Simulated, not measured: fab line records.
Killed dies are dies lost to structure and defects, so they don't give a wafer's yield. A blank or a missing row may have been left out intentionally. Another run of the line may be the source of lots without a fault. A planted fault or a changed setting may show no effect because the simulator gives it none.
Split-lot trial + flow sky130 + 5 lots, 23 wafers read, on a route of 708 steps

## THE SPLIT
At SKY_NWELL_IMPLANT_24, the setting energy kev was moved away from the recipe's 140 on 8 of the 23 wafers read, by -4.8% to +4.5%. This setting was run at the recipe's value on the other wafers.

Reading taken at the split's own step.

## THE READING
In nm, at SKY_NWELL_IMPLANT_24: implant.drp nm, which is the simulator's own figure and was read by no gauge. No usual value for it is given in the file.

| wafer  | tool, chamber at the split | energy kev as run | against the recipe | implant.drp nm, nm | against lot-mates on the recipe |
|--------|----------------------------|-------------------|--------------------|--------------------|---------------------------------|
| L076.1 | implanter-01, 0            | 140               | recipe             | 95.47              | -                               |
| L076.5 | implanter-01, 0            | 140               | recipe             | 95.47              | -                               |
| L076.3 | implanter-01, 0            | 136.4             | -2.6%              | 94.51              | -0.96                           |
| L076.4 | implanter-01, 0            | 136.4             | -2.6%              | 94.51              | -0.96                           |
| L076.6 | implanter-01, 0            | 136.4             | -2.6%              | 94.51              | -0.96                           |
| L077.1 | implanter-04, 0            | 140               | recipe             | 95.47              | -                               |
| L077.2 | implanter-04, 0            | 140               | recipe             | 95.47              | -                               |
| L077.3 | implanter-04, 0            | 140               | recipe             | 95.47              | -                               |
| L077.4 | implanter-04, 0            | 140               | recipe             | 95.47              | -                               |
| L077.5 | implanter-04, 0            | 140               | recipe             | 95.47              | -                               |
| L079.1 | implanter-03, 0            | 140               | recipe             | 95.47              | -                               |
| L079.2 | implanter-03, 0            | 140               | recipe             | 95.47              | -                               |
| L079.5 | implanter-03, 0            | 140               | recipe             | 95.47              | -                               |
| L079.3 | implanter-03, 0            | 146.3             | +4.5%              | 97.04              | +1.57                           |
| L079.6 | implanter-03, 0            | 146.3             | +4.5%              | 97.04              | +1.57                           |
| L081.1 | implanter-01, 0            | 140               | recipe             | 95.47              | -                               |
| L081.2 | implanter-01, 0            | 140               | recipe             | 95.47              | -                               |
| L081.5 | implanter-01, 0            | 140               | recipe             | 95.47              | -                               |
| L084.2 | implanter-01, 0            | 140               | recipe             | 95.47              | -                               |
| L084.3 | implanter-01, 0            | 140               | recipe             | 95.47              | -                               |
| L084.4 | implanter-01, 0            | 133.3             | -4.8%              | 93.66              | -1.81                           |
| L084.5 | implanter-01, 0            | 133.3             | -4.8%              | 93.66              | -1.81                           |
| L084.6 | implanter-01, 0            | 133.3             | -4.8%              | 93.66              | -1.81                           |

FIT RESULTS
A straight line over all 23 wafers: implant.drp nm changes by +0.367 nm for each +1% of energy kev; r = +1.00; the points scatter about the line by 0.028 nm.
The same after taking each lot's own level away (the mean of its wafers on the recipe; 23 wafers): +0.367 nm for each +1%; r = +1.00; scatter 0.028 nm.
According to that fit, moving energy kev by its largest amount changes the reading by 1.8 nm.
The lots' own levels span 95.470 to 95.470 nm.
So the lot-to-lot level changes the slope little: the two slopes agree.
Check: for one of the wafers moved furthest among these (-4.8%), held out of the fit, the line's prediction against its lot-mates is -1.76 nm. It came out at -1.81 nm against them.

## ADDITIONAL SPLITS CARRIED BY THESE WAFERS
These wafers also went through other splits before the reading. Each is held against what the fit with the lots' levels taken away leaves over:
| other split on the same wafers       | wafers away from the commonest value | r with implant.drp nm (lot level and that fit taken away) |
|--------------------------------------|--------------------------------------|-----------------------------------------------------------|
| SKY_FIELD_ISO_OXIDATION_01 ox time s | 15                                   | +0.39                                                     |
| SKY_FIELD_ISO_STRIP_16 power w       | 8                                    | +0.08                                                     |
| SKY_FIELD_ISO_OXIDATION_22 ox time s | 10                                   | -0.08                                                     |
| SKY_DNWELL_COAT_02 resist thk nm     | 9                                    | -0.17                                                     |
| SKY_NWELL_IMPLANT_13 energy kev      | 6                                    | +0.18                                                     |
| SKY_NWELL_SOFTBAKE_19 temp c         | 12                                   | -0.21                                                     |

## FILE'S OWN FIT
implant.drp nm changes by +0.366 nm for each +1% of energy kev, r = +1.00.
